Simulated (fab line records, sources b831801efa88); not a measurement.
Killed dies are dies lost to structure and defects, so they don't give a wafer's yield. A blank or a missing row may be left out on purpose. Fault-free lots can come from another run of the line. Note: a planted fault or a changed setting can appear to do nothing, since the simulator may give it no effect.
Which tool did it? ; flow gf180mcu ; 39 wafers from 13 lots sampled at 4 of the route's 602 steps

## WHAT THE GAUGES SHOWED, per wafer
GF_CONTACT_THK_MEAS_01.
lot;measured;on;CONTACT_CVD_00_THK (nm)
L770;day 15 23:25;film metro-03;307 303 306
L774;day 17 09:32;film metro-01;306 310 307
L775;day 17 17:03;film metro-03;301 301 300
L776;day 18 02:27;film metro-03;307 303 305
L777;day 18 07:04;film metro-03;306 303 304
L778;day 18 21:59;film metro-01;307 306 308
L779;day 19 04:12;film metro-01;304 305 302
L780;day 19 14:20;film metro-01;309 305 305
L781;day 19 21:09;film metro-01;311 310 308
L782;day 20 13:11;film metro-01;304 305 302
L785;day 21 07:50;film metro-02;308 304 305
L788;day 22 07:52;film metro-01;302 306 302
L791;day 23 09:01;film metro-02;301 305 300

## EACH LOT AND THE TOOL THAT RAN IT (in order: tool; ch and the chambers of the sampled wafers; start)
lot;GF_NWELL_IMPLANT_09;GF_POLY_GATE_ETCH_12;GF_SAB_ETCH_11
L770;implanter-02 ch 0, day 3 19:42;rie diel-01 ch 1,2,3, day 9 19:37;rie diel-04 ch 0,2,3, day 15 22:31
L774;implanter-03 ch 0, day 4 16:17;rie diel-04 ch 0,1,3, day 10 23:40;rie diel-02 ch 0,1,2, day 17 08:38
L775;implanter-02 ch 0, day 4 20:46;rie diel-03 ch 0,2, day 11 04:56;rie diel-02 ch 0,1, day 17 16:07
L776;implanter-04 ch 0, day 5 02:53;rie diel-04 ch 0,1,3, day 11 12:28;rie diel-02 ch 1,2, day 18 01:31
L777;implanter-04 ch 0, day 5 07:41;rie diel-03 ch 1,2,3, day 11 18:04;rie diel-02 ch 1,2,3, day 18 06:08
L778;implanter-04 ch 0, day 5 15:05;rie diel-03 ch 1,2, day 12 07:31;rie diel-02 ch 0,1,2, day 18 21:04
L779;implanter-03 ch 0, day 5 19:26;rie diel-03 ch 2,3, day 12 09:47;rie diel-04 ch 1,2, day 19 03:17
L780;implanter-03 ch 0, day 6 02:39;rie diel-03 ch 0,1,3, day 12 20:55;rie diel-02 ch 0,1,2, day 19 13:26
L781;implanter-03 ch 0, day 6 05:18;rie diel-04 ch 0,2, day 12 23:13;rie diel-04 ch 0,3, day 19 20:13
L782;implanter-04 ch 0, day 6 14:53;rie diel-01 ch 0,1, day 13 13:19;rie diel-04 ch 0,3, day 20 12:17
L785;implanter-04 ch 0, day 7 06:24;rie diel-04 ch 0,2, day 14 06:10;rie diel-04 ch 1,2, day 21 06:53
L788;implanter-04 ch 0, day 7 20:38;rie diel-04 ch 0,1,3, day 15 05:07;rie diel-04 ch 0,1, day 22 06:58
L791;implanter-03 ch 0, day 8 14:46;rie diel-03 ch 0,3, day 16 03:01;rie diel-03 ch 0,2,3, day 23 08:01
- GF_NWELL_IMPLANT_09
- GF_POLY_GATE_ETCH_12: etches BARC in N2/H2.
- GF_SAB_ETCH_11: etches SiO2 in C4F8/O2/Ar, target depth 55 nm, time 8.5 s.

## WHAT THE TOOLS THEMSELVES READ (means of the sampled wafers that have a number; where no wafer has one, the mark that the record gives instead)
GF_NWELL_IMPLANT_09.
lot;tool;dose ions cm2
L770;implanter-02;4e+12
L774;implanter-03;4e+12
L775;implanter-02;4e+12
L776;implanter-04;4e+12
L777;implanter-04;4e+12
L778;implanter-04;4e+12
L779;implanter-03;4e+12
L780;implanter-03;4e+12
L781;implanter-03;4e+12
L782;implanter-04;4e+12
L785;implanter-04;4e+12
L788;implanter-04;4e+12
L791;implanter-03;4e+12

GF_POLY_GATE_ETCH_12.
lot;tool;chamber pressure mTorr (mTorr);drypump motor current A (A);oes product au (a.u.);throttle valve pct (%)
L770;rie diel-01;30.01;6.3;0.728;13.220
L774;rie diel-04;30.01;5.5;0.738;13.210
L775;rie diel-03;30.00;5.5;0.740;13.221
L776;rie diel-04;30.02;5.6;0.737;13.218
L777;rie diel-03;29.99;6.0;0.734;13.212
L778;rie diel-03;29.99;6.1;0.739;13.207
L779;rie diel-03;29.99;6.0;0.737;13.217
L780;rie diel-03;29.97;5.9;0.737;13.222
L781;rie diel-04;29.99;6.1;0.733;13.221
L782;rie diel-01;29.98;6.3;0.735;13.219
L785;rie diel-04;30.00;6.1;0.734;13.211
L788;rie diel-04;30.04;5.5;0.736;13.209
L791;rie diel-03;30.02;5.6;0.732;13.212

GF_SAB_ETCH_11.
lot;tool;chamber pressure mTorr (mTorr);oes product au (a.u.)
L770;rie diel-04;39.95;0.993
L774;rie diel-02;40.00;1.019
L775;rie diel-02;39.98;1.006
L776;rie diel-02;40.00;1.005
L777;rie diel-02;39.96;1.000
L778;rie diel-02;39.99;1.008
L779;rie diel-04;39.99;1.003
L780;rie diel-02;40.01;0.999
L781;rie diel-04;39.99;0.996
L782;rie diel-04;40.02;0.992
L785;rie diel-04;39.99;0.987
L788;rie diel-04;39.99;0.990
L791;rie diel-03;39.98;0.991

## THE ANSWER, worked out from the rows above alone
Rule: the usual values come from the lots themselves. The widest of any qualifying gaps counts: lots, ordered by their means at a reading, are off when they make up no more than a third of the lots, leave a main group of 4 or more, and stand apart from it by 3 or more times the standard deviation of that group's means. If all means in a main group match to the digits the tables above print for the reading, that group is not used. A lot without any number at a reading at which 4 lots or more have one is off too. Where the step has rows for the other lots, those lots are counted as sound. Order of review: gauges by route order, followed by the tools' own readings, for which a lot's mean as printed above is used. At the first step where some lot is off, the reading lying furthest off is the one used; lots without a number count as furthest.
No lot is off at any reading shown: from this, nothing can be told.

## WHAT THE SIMULATOR HAD PUT IN
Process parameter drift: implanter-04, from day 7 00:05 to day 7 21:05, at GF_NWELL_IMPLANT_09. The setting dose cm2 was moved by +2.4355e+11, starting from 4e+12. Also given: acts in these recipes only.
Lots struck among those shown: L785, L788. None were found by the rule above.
